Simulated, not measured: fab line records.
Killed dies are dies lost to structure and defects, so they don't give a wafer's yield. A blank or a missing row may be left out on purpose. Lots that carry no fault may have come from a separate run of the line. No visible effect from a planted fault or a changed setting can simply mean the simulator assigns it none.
Chamber matching || flow gf180mcu || GF_STI_CMP_25 on cmp-01 has 4 sister chambers
The step polishes, stops on Si3N4, t overpolish 33 s, target thk 524.6 nm. 8 wafers are shown with their chamber, then 7 later ones without.

WAFERS PAIRED WITH THEIR CHAMBERS
{"wafer": "L632.2", "chamber": 1, "motorCurrentA (A)": 10.4, "timeToEndpointS (s)": 125}
{"wafer": "L639.2", "chamber": 0, "motorCurrentA (A)": 12.9, "timeToEndpointS (s)": 118}
{"wafer": "L639.4", "chamber": 2, "motorCurrentA (A)": 12.1, "timeToEndpointS (s)": 123}
{"wafer": "L640.2", "chamber": 1, "motorCurrentA (A)": 10.9, "timeToEndpointS (s)": 130}
{"wafer": "L640.4", "chamber": 0, "motorCurrentA (A)": 11.9, "timeToEndpointS (s)": 126}
{"wafer": "L641.4", "chamber": 3, "motorCurrentA (A)": 13.0, "timeToEndpointS (s)": 128}
{"wafer": "L641.5", "chamber": 2, "motorCurrentA (A)": 11.9, "timeToEndpointS (s)": 123}
{"wafer": "L641.6", "chamber": 3, "motorCurrentA (A)": 12.3, "timeToEndpointS (s)": 127}

WAFERS WHOSE CHAMBER IS MISSING
{"wafer": "L642.5", "motorCurrentA (A)": 12.2, "timeToEndpointS (s)": 124}
{"wafer": "L642.6", "motorCurrentA (A)": 12.1, "timeToEndpointS (s)": 119}
{"wafer": "L644.2", "motorCurrentA (A)": 11.1, "timeToEndpointS (s)": 132}
{"wafer": "L646.2", "motorCurrentA (A)": 10.6, "timeToEndpointS (s)": 117}
{"wafer": "L646.5", "motorCurrentA (A)": 12.6, "timeToEndpointS (s)": 120}
{"wafer": "L647.2", "motorCurrentA (A)": 10.8, "timeToEndpointS (s)": 123}
{"wafer": "L647.6", "motorCurrentA (A)": 10.5, "timeToEndpointS (s)": 121}

WHICH CHAMBER EACH WENT THROUGH
{"wafer": "L642.5", "from the rows above": "can't be placed: 2 or 0 or 3", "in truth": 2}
{"wafer": "L642.6", "from the rows above": "can't be placed: 0 or 2 or 3", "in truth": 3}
{"wafer": "L644.2", "from the rows above": "can't be placed: 1 or 2 or 3", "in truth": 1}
{"wafer": "L646.2", "from the rows above": "can't be placed: 1 or 2 or 0", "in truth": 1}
{"wafer": "L646.5", "from the rows above": "can't be placed: 0 or 2 or 3", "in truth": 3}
{"wafer": "L647.2", "from the rows above": "can't be placed: 1 or 2", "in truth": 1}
{"wafer": "L647.6", "from the rows above": "can't be placed: 1 or 2", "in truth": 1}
Placed correctly: 0 of 7. These rows do not allow placing 7 (true chamber among the candidates in 7). Number placed wrongly: 0.
How it was worked out, from the rows above alone: a wafer's distance from a chamber is the root of the sum, over the readings, of the square of ((its reading less the chamber's mean) divided by the reading's scatter). If the next closest chamber is less than 2 further off than the closest, the wafer can't be placed; otherwise it belongs to the closest. The mean given for a chamber averages the wafers shown for that chamber. The scatter is the square root of a quotient: the sum, over the shown wafers, of each reading's squared deviation from its chamber's mean, divided by wafers minus chambers.
